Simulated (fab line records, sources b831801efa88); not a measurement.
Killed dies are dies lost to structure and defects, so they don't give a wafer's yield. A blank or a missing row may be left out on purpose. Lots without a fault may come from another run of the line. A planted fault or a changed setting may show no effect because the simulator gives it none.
Which tool did it? | flow sky130 | 24 lots, 72 wafers sampled, at 2 steps of a route of 708

WHAT THE GAUGES READ, wafer by wafer
SKY_VIA3_BOW_MEAS_03.
lot  | measured     | on            | VIA3_BOW (um)
L074 | day 38 22:40 | film_metro-03 | 90 83 88
L075 | day 39 03:20 | film_metro-03 | 85 81 77
L076 | day 39 08:59 | film_metro-04 | 75 84 76
L077 | day 39 22:37 | film_metro-03 | 85 88 96
L078 | day 40 00:59 | film_metro-03 | 89 89 87
L079 | day 40 08:39 | film_metro-04 | 86 83 77
L080 | day 40 20:00 | film_metro-01 | 83 88 70
L081 | day 41 02:37 | film_metro-04 | 81 83 88
L082 | day 41 04:51 | film_metro-01 | 91 78 100
L083 | day 41 08:24 | film_metro-04 | 73 86 81
L084 | day 42 01:05 | film_metro-03 | 85 84 73
L085 | day 42 03:43 | film_metro-01 | 83 82 83
L086 | day 42 11:15 | film_metro-03 | 89 82 91
L087 | day 42 20:30 | film_metro-03 | 58 85 69
L088 | day 43 01:35 | film_metro-01 | 75 82 84
L089 | day 43 06:39 | film_metro-01 | 88 85 79
L090 | day 43 13:52 | film_metro-01 | 89 86 94
L091 | day 43 20:07 | film_metro-04 | 73 81 81
L092 | day 44 02:48 | film_metro-03 | 88 81 87
L093 | day 44 09:34 | film_metro-04 | 77 78 77
L094 | day 44 10:19 | film_metro-04 | 77 71 79
L095 | day 44 17:01 | film_metro-04 | 90 82 82
L096 | day 44 22:44 | film_metro-04 | 83 79 83
L097 | day 45 07:30 | film_metro-01 | 80 81 73

WHICH TOOL RAN EACH LOT (tool, then ch and the chambers of the sampled wafers, then the start)
lot  | SKY_VIA3_CMP_02
L074 | cmp-02 ch 1,2,3, day 38 22:22
L075 | cmp-02 ch 0,2, day 39 03:02
L076 | cmp-01 ch 0,2,3, day 39 08:46
L077 | cmp-02 ch 1,2,3, day 39 22:22
L078 | cmp-02 ch 0,3, day 40 00:41
L079 | cmp-01 ch 0,1,3, day 40 08:21
L080 | cmp-01 ch 1,2,3, day 40 19:42
L081 | cmp-01 ch 1,2, day 41 02:19
L082 | cmp-01 ch 0,1,3, day 41 04:36
L083 | cmp-02 ch 0,1,2, day 41 08:06
L084 | cmp-02 ch 1,2,3, day 42 00:46
L085 | cmp-01 ch 0,3, day 42 03:27
L086 | cmp-01 ch 1,2, day 42 11:00
L087 | cmp-02 ch 2,3, day 42 20:12
L088 | cmp-01 ch 0,1,2, day 43 01:22
L089 | cmp-01 ch 0,1,2, day 43 06:26
L090 | cmp-02 ch 0,3, day 43 13:34
L091 | cmp-01 ch 1,2,3, day 43 19:49
L092 | cmp-01 ch 0,3, day 44 02:33
L093 | cmp-01 ch 0,1, day 44 09:13
L094 | cmp-02 ch 1,2, day 44 10:03
L095 | cmp-01 ch 1,2,3, day 44 16:41
L096 | cmp-02 ch 1,2,3, day 44 22:25
L097 | cmp-02 ch 1,2,3, day 45 07:11
- SKY_VIA3_CMP_02: polishes SiO2.

WHAT THE TOOLS THEMSELVES READ (means of the sampled wafers that have a number; where no wafer has one, the mark that the record gives instead)
SKY_VIA3_CMP_02.
lot  | tool   | edge_zone_pressure_frac | head_pressure_psi (psi) | motor_current_A (A) | retaining_ring_pressure_frac | slurry_flow_ml_min
L074 | cmp-02 | 1.000                   | 3.999                   | 12.1                | 1.003                        | 149.9
L075 | cmp-02 | 1.003                   | 4.017                   | 11.9                | 1.001                        | 149.9
L076 | cmp-01 | 1.000                   | 4.001                   | 12.3                | 1.002                        | 149.9
L077 | cmp-02 | 1.002                   | 4.000                   | 11.9                | 0.999                        | 150.1
L078 | cmp-02 | 1.001                   | 4.003                   | 10.7                | 1.001                        | 150.2
L079 | cmp-01 | 1.002                   | 4.003                   | 12.2                | 1.007                        | 150.1
L080 | cmp-01 | 1.003                   | 4.004                   | 12.1                | 1.000                        | 149.8
L081 | cmp-01 | 1.000                   | 3.998                   | 12.2                | 0.996                        | 150.1
L082 | cmp-01 | 1.005                   | 3.996                   | 11.8                | 1.000                        | 150.4
L083 | cmp-02 | 1.001                   | 3.996                   | 12.9                | 1.001                        | 149.6
L084 | cmp-02 | 1.001                   | 4.002                   | 11.5                | 0.997                        | 149.4
L085 | cmp-01 | 1.004                   | 4.006                   | 12.6                | 1.004                        | 150.0
L086 | cmp-01 | 1.001                   | 3.998                   | 12.0                | 1.006                        | 150.0
L087 | cmp-02 | 1.000                   | 3.994                   | 12.3                | 0.999                        | 149.7
L088 | cmp-01 | 1.002                   | 3.999                   | 11.7                | 0.994                        | 150.1
L089 | cmp-01 | 1.002                   | 3.996                   | 11.9                | 1.000                        | 150.2
L090 | cmp-02 | 0.996                   | 3.996                   | 10.7                | 0.998                        | 150.4
L091 | cmp-01 | 1.003                   | 4.009                   | 12.3                | 1.000                        | 150.0
L092 | cmp-01 | 1.001                   | 3.998                   | 12.2                | 0.995                        | 150.0
L093 | cmp-01 | 1.002                   | 3.994                   | 11.5                | 1.003                        | 149.8
L094 | cmp-02 | 0.999                   | 4.000                   | 13.1                | 1.001                        | 150.6
L095 | cmp-01 | 1.001                   | 3.997                   | 12.0                | 1.000                        | 149.7
L096 | cmp-02 | 0.996                   | 4.010                   | 12.1                | 1.000                        | 149.6
L097 | cmp-02 | 1.001                   | 3.994                   | 12.1                | 1.002                        | 150.4

THE ANSWER, worked out from the rows above alone
Rule: what is usual is taken from the lots themselves. Put in order of their means at a reading, lots are off if they are a third of the lots or fewer, leave a main group of 4 or more, and stand apart from it by a gap of 3 or more times the standard deviation of the main group's means; of several such gaps the widest counts. A main group whose means are all the same, to the digits that the tables above print for the reading, isn't used. A lot without any number at a reading at which 4 lots or more have one is off too. The other lots that the step has rows for count as sound. The gauges are gone through in route order, then the tools' own readings, and for those a lot's mean is taken as printed above. The first step at which some lot is off is used, and at that step the reading that is off furthest; a lot without a number counts as furthest.
No lot is off at any reading shown: from this, nothing can be told.

WHAT THE SIMULATOR HAD PUT IN
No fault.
